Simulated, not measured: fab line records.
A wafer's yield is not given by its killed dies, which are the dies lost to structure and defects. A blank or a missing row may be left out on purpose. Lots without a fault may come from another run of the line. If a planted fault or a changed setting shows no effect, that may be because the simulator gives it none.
One fault seen from 2 desks || flow sky130 || numbers are kept per desk, each desk with only its own; the story behind them comes last

## FROM THE METROLOGY DESK
Lot by lot, what the gauges showed, no matter which tool ran the lot: averages of those sampled wafers that carry a number. A lot is out of limits, marked OUT, if its mean lies more than 4 standard deviations from the usual mean; the brackets give that distance.
Columns: A = POLY_GATE_CVD_03_THK at SKY_POLY_GATE_THK_MEAS_04, usual 75.3 nm; B = LDD_LDN_OVL at SKY_LDD_LDN_OVL_MEAS_07, usual 0.8 nm
{"lot": "L402", "first seen here": "day 15 16:03", "A": 75.3, "B": 2.0}
{"lot": "L401", "first seen here": "day 15 16:04", "A": 76.2, "B": 1.4}
{"lot": "L406", "first seen here": "day 16 22:01", "A": 74.7, "B": 2.7}
{"lot": "L404", "first seen here": "day 16 23:22", "A": 76.0, "B": 0.2}
{"lot": "L405", "first seen here": "day 16 23:22", "A": 74.7, "B": 1.1}
{"lot": "L407", "first seen here": "day 18 10:22", "A": 75.3, "B": 0.6}
{"lot": "L408", "first seen here": "day 18 10:22", "A": 75.2, "B": 0.2}
{"lot": "L410", "first seen here": "day 19 07:50", "A": 75.1, "B": 2.4}
{"lot": "L409", "first seen here": "day 19 11:22", "A": 75.2, "B": 1.4}
{"lot": "L413", "first seen here": "day 19 16:22", "A": 75.0, "B": 2.5}
{"lot": "L414", "first seen here": "day 20 17:50", "A": 74.5, "B": -1.4}
{"lot": "L421", "first seen here": "day 22 13:05", "A": 75.5, "B": -0.0}
{"lot": "L423", "first seen here": "day 23 04:25", "A": 76.0, "B": -0.3}
{"lot": "L424", "first seen here": "day 23 05:45", "A": 74.8, "B": 0.2}
This desk found nothing out of limits on any of the 14 lots.

## AT THE TOOL OWNER'S DESK: implanter-03
The tool's own readings at SKY_LDD_HVN_IMPLANT_08: means of the sampled wafers that have a number, for each lot that ran on this tool. A lot is out of limits, marked OUT, if its mean lies more than 4 standard deviations from the usual mean; the brackets give that distance.
Columns: A = beam on s at SKY_LDD_HVN_IMPLANT_08, usual 9.99 s; B = faraday current uA at SKY_LDD_HVN_IMPLANT_08, usual 169
{"lot": "L406", "first seen here": "day 22 05:21", "A": 9.86, "B": 172}
{"lot": "L404", "first seen here": "day 22 06:18", "A": 9.91, "B": 170}
{"lot": "L407", "first seen here": "day 23 17:52", "A": 10.13, "B": 167}
{"lot": "L409", "first seen here": "day 24 16:09", "A": 10.01, "B": 169}
{"lot": "L413", "first seen here": "day 24 22:47", "A": 10.44, "B": 162}
{"lot": "L414", "first seen here": "day 25 22:20", "A": 10.47, "B": 162}
This desk found nothing out of limits on any of the 6 lots.

## BROUGHT TOGETHER
From the metrology desk's view, nothing was out of limits.
Nothing out of limits was seen by the tool owner's desk.

## WHAT THE SIMULATOR HAD PUT IN
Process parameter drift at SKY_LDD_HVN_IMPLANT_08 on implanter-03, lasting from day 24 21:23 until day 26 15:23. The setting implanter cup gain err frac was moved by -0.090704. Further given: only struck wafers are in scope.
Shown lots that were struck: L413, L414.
